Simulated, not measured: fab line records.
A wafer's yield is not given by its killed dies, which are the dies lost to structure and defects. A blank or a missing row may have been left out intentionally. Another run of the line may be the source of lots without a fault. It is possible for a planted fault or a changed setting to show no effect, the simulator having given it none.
fab line records ; flow gf180mcu
[record] lots = 7; wafers = 21; last_day = 34
route steps=602 shown DNWELL@40 NWELL@42 LVPWELL@54 MVSD@66
lots with no fault: from the same line, run without faults
start_h: the number of hours between the record's first day and the start of the first shown wafer of the lot ; wait_h: how many hours have passed since the lot's step before this one ; " repeats the value in the row above ; L1.1+2: several wafers, shown together as one row ; - value missing, or start not given ; * or withheld: withheld ; < > ~ a bound
route shown NAME@n: a module of which the file shows steps, and the number in the route of the first ; usual: mean and standard deviation over wafers with no fault ; same: alike in all rows ; chamber/n: place in a boat ; sites: each site's reading ; _std_site: standard deviation of those values ; _edge_site: the outer-site mean with the inner-site mean subtracted ; radius_mm: how far each site lies from the wafer's centre ; mask NAME#n: copy n ; behind: the last tool/chamber to shape the wafer ; hold: the reason the lot was held/the length of the hold in hours/how it ended ; device: names the non-switching transistor (n, p or np) ; end of line: at the end of the route, the tests of the same wafers ; a step without rows: its recipe alone ; killed: the dies lost at the first sort to structure and to defects; this is not the yield of the wafer ; map: a wafer's dies, marking killed ones x, the rest . and places with no die _
set.NAME: setting as actually run; set.NAME@STEP: the setting as run at that earlier step ; model.NAME: the simulator's own value behind a step, which no gauge read
lots seen at some steps along the route; tables by step, rows by wafer
services: a tool's chamber out of use, with start hour (start_h, from the record's first day; less than 0 if before it), hours out, and reason
[[steps]]
[step GF_DNWELL_STRIP_08]
[recipe] chemistry = O2/N2; power_w = 1400; pressure_mtorr = 1500; platen_temp_c = 250; o2_flow_sccm = 3000; n2_flow_sccm = 300; overash_fraction = 0.5
[usual] chamber_pressure_mTorr = 1499.9/1.8; drypump_motor_current_A = 5.58/0.19; heater_power_w = 318/18; oes_product_au = 0.723/0.0048; strip_time_to_endpoint_s = 36.97/0.094
lot.wafer;tool;chamber;start_h;wait_h;chamber_pressure_mTorr;drypump_motor_current_A;heater_power_w;oes_product_au;rf_hours_counter_h;strip_time_to_endpoint_s
L180.4;plasma_asher-03;0;43.75;0.1;1501.9;5.67;310;0.731;-;36.84
L180.5;plasma_asher-03;0;43.75;0.1;1500.4;5.65;296;0.730;-;36.85
L180.6;plasma_asher-03;1;43.75;0.1;1499.0;5.59;298;0.724;-;36.80
L193.1;plasma_asher-01;1;111.90;0.1;1500.0;5.55;323;0.727;32;37.03
L193.3;plasma_asher-01;1;111.90;0.1;1499.9;5.57;307;0.722;-;37.13
L193.4;plasma_asher-01;0;111.90;0.1;1500.7;5.38;335;0.727;-;37.02
L194.2;plasma_asher-01;0;117.40;0.1;1500.5;5.38;331;0.725;32;36.97
L194.4;plasma_asher-01;0;117.40;0.1;1500.5;5.35;329;0.724;-;37.03
L194.6;plasma_asher-01;1;117.40;0.1;1501.5;5.57;324;0.723;-;37.07
L195.2;plasma_asher-01;0;122.45;0.1;1484.7;5.41;335;0.717;33;37.00
L195.3;plasma_asher-01;1;122.45;0.1;1501.5;5.53;315;0.726;-;36.98
L195.4;plasma_asher-01;0;122.45;0.1;1499.6;5.39;328;0.720;-;37.04
L196.1;plasma_asher-03;0;127.20;0.1;1499.6;5.66;314;0.723;1;37.09
L196.3;plasma_asher-03;1;127.20;0.1;1501.1;5.63;283;0.726;-;37.05
L196.5;plasma_asher-03;1;127.20;0.1;1501.0;5.58;276;0.723;-;37.00
L198.1;plasma_asher-04;1;138.70;0.1;1500.6;6.11;352;0.728;50;37.07
L198.3;plasma_asher-04;0;138.70;0.1;1499.9;5.41;323;0.718;-;36.98
L198.5;plasma_asher-04;0;138.70;0.1;1500.3;5.42;327;0.720;-;37.05
L202.3;plasma_asher-04;0;160.84;0.1;1498.2;5.40;333;0.729;-;37.17
L202.5;plasma_asher-04;1;160.84;0.1;1499.4;6.09;352;0.722;-;37.09
L202.6;plasma_asher-04;0;160.84;0.1;1499.7;5.40;326;0.720;-;37.04
[step GF_DNWELL_TW_MEAS_09]
[usual] DNWELL_TW = 1349/10
lot.wafer;tool;chamber;start_h;wait_h;DNWELL_TW
L180.4;film_metro-01;-;43.85;0.1;1355
L180.5;film_metro-01;-;43.85;0.1;1357
L180.6;film_metro-01;-;43.85;0.1;1355
L193.1;film_metro-03;-;112.00;0.1;1359
L193.3;film_metro-03;-;112.00;0.1;1358
L193.4;film_metro-03;-;112.00;0.1;1350
L194.2;film_metro-02;-;117.51;0.1;1341
L194.4;film_metro-02;-;117.51;0.1;1346
L194.6;film_metro-02;-;117.51;0.1;1341
L195.2;film_metro-03;-;122.56;0.1;1359
L195.3;film_metro-03;-;122.56;0.1;1353
L195.4;film_metro-03;-;122.56;0.1;1353
L196.1;film_metro-03;-;127.30;0.1;1350
L196.3;film_metro-03;-;127.30;0.1;1343
L196.5;film_metro-03;-;127.30;0.1;1350
L198.1;film_metro-01;-;138.80;0.1;1357
L198.3;film_metro-01;-;138.80;0.1;1354
L198.5;film_metro-01;-;138.80;0.1;1356
L202.3;film_metro-03;-;160.92;0.1;1344
L202.5;film_metro-03;-;160.92;0.1;1344
L202.6;film_metro-03;-;160.92;0.1;1341
[step GF_NWELL_DEHYDRATE_00]
[recipe] temp_c = 200; time_s = 60
[step GF_NWELL_HMDS_01]
[recipe] prime_time_s = 60; prime_temp_c = 120
[step GF_NWELL_COAT_02]
[recipe] spin_rpm = 1953; resist_thk_nm = 3000
[step GF_NWELL_SOFTBAKE_03]
[recipe] temp_c = 110; time_s = withheld
[step GF_NWELL_EXPOSE_04]
[recipe] mask_id = Nwell; target_cd_nm = 860; na = 0.6; source_shape = conventional; sigma_outer = 0.6; dose_mj = 260
[step GF_NWELL_PEB_05]
[recipe] temp_c = 115; time_s = withheld
[step GF_NWELL_DEVELOP_06]
[recipe] wall_angle_deg = 90; develop_time_s = 60; dev_temp_c = 23
[step GF_NWELL_OVL_MEAS_07]
[usual] NWELL_OVL = 0.2/1.3
lot.wafer;tool;chamber;start_h;wait_h;NWELL_OVL[nm]
L180.4;overlay-01;-;56.74;-;0.5
L180.5;overlay-01;-;56.74;-;-0.5
L180.6;overlay-01;-;56.74;-;0.7
L193.1;overlay-02;-;126.97;-;-0.6
L193.3;overlay-02;-;126.97;-;0.3
L193.4;overlay-02;-;126.97;-;-0.3
L194.2;overlay-01;-;132.11;-;-0.5
L194.4;overlay-01;-;132.11;-;-2.3
L194.6;overlay-01;-;132.11;-;-0.9
L195.2;overlay-02;-;137.06;-;1.8
L195.3;overlay-02;-;137.06;-;0.8
L195.4;overlay-02;-;137.06;-;-0.1
L196.1;overlay-01;-;142.50;-;-1.2
L196.3;overlay-01;-;142.50;-;-1.5
L196.5;overlay-01;-;142.50;-;-0.6
L198.1;overlay-02;-;154.50;-;1.3
L198.3;overlay-02;-;154.50;-;1.5
L198.5;overlay-02;-;154.50;-;0.2
L202.3;overlay-02;-;176.11;-;-0.3
L202.5;overlay-02;-;176.11;-;0.7
L202.6;overlay-02;-;176.11;-;0.6
[step GF_NWELL_IMPLANT_08]
[recipe] species = P; energy_kev = 450; dose_cm2 = 1.5e+13; tilt_deg = 0
[step GF_NWELL_IMPLANT_09]
[recipe] species = P; energy_kev = 160; dose_cm2 = 4e+12; tilt_deg = 0
[step GF_NWELL_STRIP_10]
[recipe] chemistry = O2/N2; power_w = 1400; pressure_mtorr = 1500; platen_temp_c = 250; o2_flow_sccm = 3000; n2_flow_sccm = 300; overash_fraction = 0.5
[usual] chamber_pressure_mTorr = 1500.1/1.3; drypump_motor_current_A = 5.6/0.43; heater_power_w = 322/20; oes_product_au = 0.722/0.0046; strip_time_to_endpoint_s = 37.40/0.12
lot.wafer;tool;chamber;start_h;wait_h;chamber_pressure_mTorr;drypump_motor_current_A;heater_power_w;oes_product_au;rf_hours_counter_h;strip_time_to_endpoint_s;model.coat_of_NWELL_COAT_02.thk_nm
L180.4;plasma_asher-03;1;57.09;0.1;1500.4;5.6;294;0.717;-;37.36;0
L180.5;plasma_asher-03;1;57.09;0.1;1497.3;5.6;305;0.725;-;37.50;0
L180.6;plasma_asher-03;0;57.09;0.1;1500.2;5.7;303;0.723;-;37.35;0
L193.1;plasma_asher-02;1;127.30;0.1;1498.4;4.8;318;0.728;45;37.66;0
L193.3;plasma_asher-02;0;127.30;0.1;1498.9;5.9;346;0.727;-;37.66;0
L193.4;plasma_asher-02;1;127.30;0.1;1499.3;4.8;320;0.724;-;37.62;0
L194.2;plasma_asher-02;0;132.44;0.1;-;-;-;-;-;-;3028
L194.4;plasma_asher-02;0;132.44;0.1;-;-;-;-;-;-;3041
L194.6;plasma_asher-02;1;132.44;0.1;-;-;-;-;-;-;3036
L195.2;plasma_asher-02;0;137.39;0.1;-;-;-;-;-;-;3034
L195.3;plasma_asher-02;0;137.39;0.1;-;-;-;-;-;-;3024
L195.4;plasma_asher-02;1;137.39;0.1;-;-;-;-;-;-;3035
L196.1;plasma_asher-02;0;142.84;0.1;-;-;-;-;-;-;3042
L196.3;plasma_asher-02;0;142.84;0.1;-;-;-;-;-;-;3049
L196.5;plasma_asher-02;1;142.84;0.1;-;-;-;-;-;-;3040
L198.1;plasma_asher-03;1;154.84;0.1;1501.6;5.6;276;0.721;2;37.55;0
L198.3;plasma_asher-03;0;154.84;0.1;1499.3;5.7;319;0.730;-;37.50;0
L198.5;plasma_asher-03;0;154.84;0.1;1500.7;5.7;314;0.720;-;37.56;0
L202.3;plasma_asher-03;0;176.47;0.1;1498.6;5.7;326;0.711;-;37.44;0
L202.5;plasma_asher-03;1;176.47;0.1;1502.8;5.6;284;0.725;-;37.30;0
L202.6;plasma_asher-03;0;176.47;0.1;1501.9;5.7;317;0.715;-;37.41;0
[step GF_NWELL_TW_MEAS_11]
[usual] NWELL_TW = 1581/13
lot.wafer;tool;chamber;start_h;wait_h;NWELL_TW
L180.4;film_metro-01;-;57.18;0.1;1568
L180.5;film_metro-01;-;57.18;0.1;1574
L180.6;film_metro-01;-;57.18;0.1;1574
L193.1;film_metro-04;-;127.40;0.1;1593
L193.3;film_metro-04;-;127.40;0.1;1592
L193.4;film_metro-04;-;127.40;0.1;1592
L194.2;film_metro-01;-;132.55;0.1;1587
L194.4;film_metro-01;-;132.55;0.1;1589
L194.6;film_metro-01;-;132.55;0.1;1586
L195.2;film_metro-02;-;137.50;0.1;1575
L195.3;film_metro-02;-;137.50;0.1;1569
L195.4;film_metro-02;-;137.50;0.1;1573
L196.1;film_metro-02;-;142.94;0.1;1568
L196.3;film_metro-02;-;142.94;0.1;1568
L196.5;film_metro-02;-;142.94;0.1;1578
L198.1;film_metro-01;-;154.94;0.1;1583
L198.3;film_metro-01;-;154.94;0.1;1579
L198.5;film_metro-01;-;154.94;0.1;1579
L202.3;film_metro-02;-;176.56;0.1;1564
L202.5;film_metro-02;-;176.56;0.1;1560
L202.6;film_metro-02;-;176.56;0.1;1561
[step GF_LVPWELL_DEHYDRATE_00]
[recipe] temp_c = 200; time_s = 60
[step GF_LVPWELL_HMDS_01]
[recipe] prime_time_s = 60; prime_temp_c = 120
[step GF_LVPWELL_COAT_02]
[recipe] spin_rpm = 2000; resist_thk_nm = 3000
[step GF_LVPWELL_SOFTBAKE_03]
[recipe] temp_c = 110; time_s = withheld
[step GF_LVPWELL_EXPOSE_04]
[recipe] mask_id = LVPWELL; target_cd_nm = 600; na = 0.6; source_shape = conventional; sigma_outer = 0.6; dose_mj = 260
[step GF_LVPWELL_PEB_05]
[recipe] temp_c = 115; time_s = withheld
[step GF_LVPWELL_DEVELOP_06]
[recipe] wall_angle_deg = 90; develop_time_s = 60; dev_temp_c = 23
[step GF_LVPWELL_OVL_MEAS_07]
[usual] LVPWELL_OVL = -1.0/1.4
lot.wafer;tool;chamber;start_h;wait_h;LVPWELL_OVL[nm]
L180.4;overlay-02;-;70.57;-;-0.3
L180.5;overlay-02;-;70.57;-;2.8
L180.6;overlay-02;-;70.57;-;1.0
L193.1;overlay-02;-;142.65;-;-0.3
L193.3;overlay-02;-;142.65;-;0.8
L193.4;overlay-02;-;142.65;-;3.3
L194.2;overlay-01;-;147.95;-;-1.6
L194.4;overlay-01;-;147.95;-;-2.2
L194.6;overlay-01;-;147.95;-;-1.7
L195.2;overlay-02;-;152.46;-;-1.5
L195.3;overlay-02;-;152.46;-;-1.9
L195.4;overlay-02;-;152.46;-;-1.2
L196.1;overlay-01;-;158.25;-;0.2
L196.3;overlay-01;-;158.25;-;-1.3
L196.5;overlay-01;-;158.25;-;-0.8
L198.1;overlay-02;-;170.90;-;-2.5
L198.3;overlay-02;-;170.90;-;-0.1
L198.5;overlay-02;-;170.90;-;-1.6
L202.3;overlay-02;-;193.61;-;-1.9
L202.5;overlay-02;-;193.61;-;-0.6
L202.6;overlay-02;-;193.61;-;-1.6
[step GF_LVPWELL_IMPLANT_08]
[recipe] species = B; energy_kev = 170; dose_cm2 = 1.5e+13; tilt_deg = 0
[step GF_LVPWELL_IMPLANT_09]
[recipe] species = B; energy_kev = 60; dose_cm2 = 5e+12; tilt_deg = 0
[step GF_LVPWELL_STRIP_10]
[recipe] chemistry = O2/N2; power_w = 1400; pressure_mtorr = 1500; platen_temp_c = 250; o2_flow_sccm = 3000; n2_flow_sccm = 300; overash_fraction = 0.5
[usual] chamber_pressure_mTorr = 1499.9/1.4; drypump_motor_current_A = 5.5/0.38; heater_power_w = 322/18; oes_product_au = 0.723/0.0047; strip_time_to_endpoint_s = 37.01/0.099
lot.wafer;tool;chamber;start_h;wait_h;chamber_pressure_mTorr;drypump_motor_current_A;heater_power_w;oes_product_au;rf_hours_counter_h;strip_time_to_endpoint_s
L180.4;plasma_asher-01;1;70.92;0.1;1499.7;5.6;321;0.730;-;36.94
L180.5;plasma_asher-01;0;70.92;0.1;1501.4;5.4;327;0.727;-;37.00
L180.6;plasma_asher-01;1;70.92;0.1;1501.4;5.6;328;0.730;-;37.00
L193.1;plasma_asher-01;0;142.98;0.1;1499.6;5.3;324;0.723;35;37.07
L193.3;plasma_asher-01;1;142.98;0.1;1501.8;5.6;325;0.719;-;37.00
L193.4;plasma_asher-01;0;142.98;0.1;1500.3;5.3;332;0.726;-;36.95
L194.2;plasma_asher-01;0;148.28;0.1;1499.5;5.4;325;0.744;36;81.74
L194.4;plasma_asher-01;0;148.28;0.1;1500.3;5.3;328;0.747;-;81.99
L194.6;plasma_asher-01;0;148.28;0.1;1499.0;5.4;336;0.747;-;81.88
L195.2;plasma_asher-03;0;152.79;0.1;1497.7;5.7;311;0.748;2;81.74
L195.3;plasma_asher-03;0;152.79;0.1;1498.1;5.6;320;0.738;-;81.50
L195.4;plasma_asher-03;1;152.79;0.1;1501.1;5.6;276;0.744;-;81.77
L196.1;plasma_asher-02;1;158.58;0.1;1499.4;4.8;326;0.743;49;81.79
L196.3;plasma_asher-02;1;158.58;0.1;1499.3;4.8;323;0.746;-;81.98
L196.5;plasma_asher-02;0;158.58;0.1;1501.0;6.0;349;0.753;-;81.74
L198.1;plasma_asher-03;0;171.23;0.1;1499.0;5.7;313;0.726;4;37.02
L198.3;plasma_asher-03;1;171.23;0.1;1498.5;5.6;284;0.716;-;37.07
L198.5;plasma_asher-03;1;171.23;0.1;1498.5;5.6;277;0.715;-;37.07
L202.3;plasma_asher-01;0;193.97;0.1;1498.1;5.4;332;0.722;-;37.05
L202.5;plasma_asher-01;1;193.97;0.1;1500.6;5.6;315;0.721;-;37.06
L202.6;plasma_asher-01;0;193.97;0.1;1500.3;5.4;332;0.724;-;37.00
[step GF_LVPWELL_TW_MEAS_11]
[usual] LVPWELL_TW = 561/6.1
lot.wafer;tool;chamber;start_h;wait_h;LVPWELL_TW
L180.4;film_metro-02;-;71.02;0.1;554
L180.5;film_metro-02;-;71.02;0.1;556
L180.6;film_metro-02;-;71.02;0.1;552
L193.1;film_metro-04;-;143.08;0.1;567
L193.3;film_metro-04;-;143.08;0.1;565
L193.4;film_metro-04;-;143.08;0.1;563
L194.2;film_metro-01;-;148.39;0.1;30
L194.4;film_metro-01;-;148.39;0.1;30
L194.6;film_metro-01;-;148.39;0.1;30
L195.2;film_metro-04;-;152.90;0.1;30
L195.3;film_metro-04;-;152.90;0.1;30
L195.4;film_metro-04;-;152.90;0.1;30
L196.1;film_metro-01;-;158.68;0.1;30
L196.3;film_metro-01;-;158.68;0.1;30
L196.5;film_metro-01;-;158.68;0.1;30
L198.1;film_metro-02;-;171.33;0.1;556
L198.3;film_metro-02;-;171.33;0.1;553
L198.5;film_metro-02;-;171.33;0.1;557
L202.3;film_metro-02;-;194.05;0.1;550
L202.5;film_metro-02;-;194.05;0.1;552
L202.6;film_metro-02;-;194.05;0.1;552
[step GF_MVSD_DEHYDRATE_00]
[recipe] temp_c = 200; time_s = 60
[[services]]
tool;chamber;start_h;hours;kind
plasma_asher-04;-;70.05;0.6;repair
plasma_asher-03;-;108.75;9.0;pm
plasma_asher-03;0;108.75;9.0;vent_cycle
plasma_asher-03;1;108.75;9.0;vent_cycle
plasma_asher-03;0;117.75;-;clean
plasma_asher-03;1;117.75;-;clean
plasma_asher-03;-;136.71;14.6;pm
plasma_asher-03;-;192.44;9.9;repair
[[key]]
[first_sign] step = GF_NWELL_STRIP_10; reading = tool_record; direction = missing
[effect] step = GF_LVPWELL_STRIP_10; reading = strip_time_to_endpoint_s; direction = up; sigmas = 99+; usual = *; struck = *
[effect] step = GF_LVPWELL_TW_MEAS_11; reading = LVPWELL_TW; direction = down; sigmas = 87; usual = 561; struck = 30
[model_effect] step = GF_NWELL_STRIP_10; value = coat_of_NWELL_COAT_02.thk_nm; without = 0; struck = 3037
met_at GF_NWELL_STRIP_10
struck_wafers L194.2,L194.4,L194.6,L195.2,L195.3,L195.4,L196.1,L196.3,L196.5
sort_left_out L194.2,L194.4,L194.6,L195.2,L195.3,L195.4,L196.1,L196.3,L196.5
tester_left_out L194,L195,L196
onset_between 127.30 132.44
[fault] kind = skipped_step_whole; tool = plasma_asher-02; chamber = -; onset_h = 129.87; steps = GF_NWELL_STRIP_10; scope = struck_lots_only
// tester_left_out: of these lots the tester's yield and bins aren't shown, on N5 and GAA mostly nor the transistor test; their killed dies are dies lost to structure and defects alone, not to doping, threshold or leakage, so they don't give the yield
// sort_left_out: the simulated sort isn't trusted on such a fault, so these wafers' sort isn't shown, and their yield isn't known
